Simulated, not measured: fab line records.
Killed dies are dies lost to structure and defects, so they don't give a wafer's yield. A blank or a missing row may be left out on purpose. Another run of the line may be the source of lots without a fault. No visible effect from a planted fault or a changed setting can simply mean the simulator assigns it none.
2 desks looking at one fault	flow gf180mcu	each desk holds nothing but its own numbers, with what lay behind them at the end

## THE TOOL OWNER'S DESK: rieSi-02
The tool's own readings at GF_STI_ETCH_14 (etches Si in HBr/Cl2/O2, target depth 360 nm, time 102.9 s): means of the sampled wafers that have a number, for each lot that ran on this tool. The brackets show how far a lot's mean lies from the usual mean; more than 4 standard deviations puts the lot out of limits, marked OUT.
Columns: A = drypumpMotorCurrentA at GF_STI_ETCH_14, usual 5.9 A; B = oesProductAu at GF_STI_ETCH_14, usual 0.998 a.u.; C = runLengthS at GF_STI_ETCH_14, usual 131.1 s; D = throttleValvePct at GF_STI_ETCH_14, usual 25.660 %
lot	first seen here	A	B	C	D
L866	day 2 06:24	5.7	0.989	130.9	25.654
L867	day 2 12:36	5.7	0.994	130.8	25.675
L871	day 3 07:56	5.6	0.995	131.0	25.667
L872	day 3 13:42	5.6	1.009	131.1	25.657
L874	day 3 23:33	5.5	1.002	128.3 (-6.1) OUT	25.665
L878	day 4 21:12	5.7	0.998	128.5 (-5.8) OUT	25.658
L879	day 5 01:38	5.7	0.997	128.3 (-6.2) OUT	25.663
This desk's verdict: out of limits on L874, L878, L879, starting with L874 at day 3 23:33 (runLengthS at GF_STI_ETCH_14). Within limits: L866, L867, L871, L872.

## AT THE METROLOGY DESK
Lot by lot, what the gauges showed, no matter which tool ran the lot: averages of those sampled wafers that carry a number. The brackets show how far a lot's mean lies from the usual mean; more than 4 standard deviations puts the lot out of limits, marked OUT.
Columns: A = DUAL_GATE_OVL at GF_DUAL_GATE_OVL_MEAS_11, usual 1.0 nm
lot	first seen here	A
L866	day 8 15:14	-0.5
L867	day 8 22:38	1.7
L870	day 9 15:11	2.0
L869	day 9 15:29	-0.2
L871	day 9 21:02	-0.1
L872	day 10 04:17	-0.1
L874	day 10 22:20	2.0
L878	day 11 21:17	1.1
L879	day 12 01:35	0.2
L883	day 13 13:08	2.0
L886	day 14 23:02	1.6
L888	day 15 06:50	1.7
This desk's verdict: no lot among the 12 shows anything out of limits.

## BROUGHT TOGETHER
The tool owner's desk had the chance to raise an alarm at day 3 23:33 on L874, L878, L879.
At the metrology desk, nothing out of limits was observed.
The metrology desk holds a record of L874, L878, L879, inside its limits.
Every lot named ran GF_STI_ETCH_14 on rieSi-02.

## WHAT THE SIMULATOR HAD PUT IN
rieSi-02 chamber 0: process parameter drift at GF_STI_ETCH_14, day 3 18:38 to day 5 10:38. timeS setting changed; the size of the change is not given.
Shown lots that were struck: L874, L878, L879.
Time in hours from fault onset to the first out-of-limits reading at each desk: the tool owner's desk, 5.
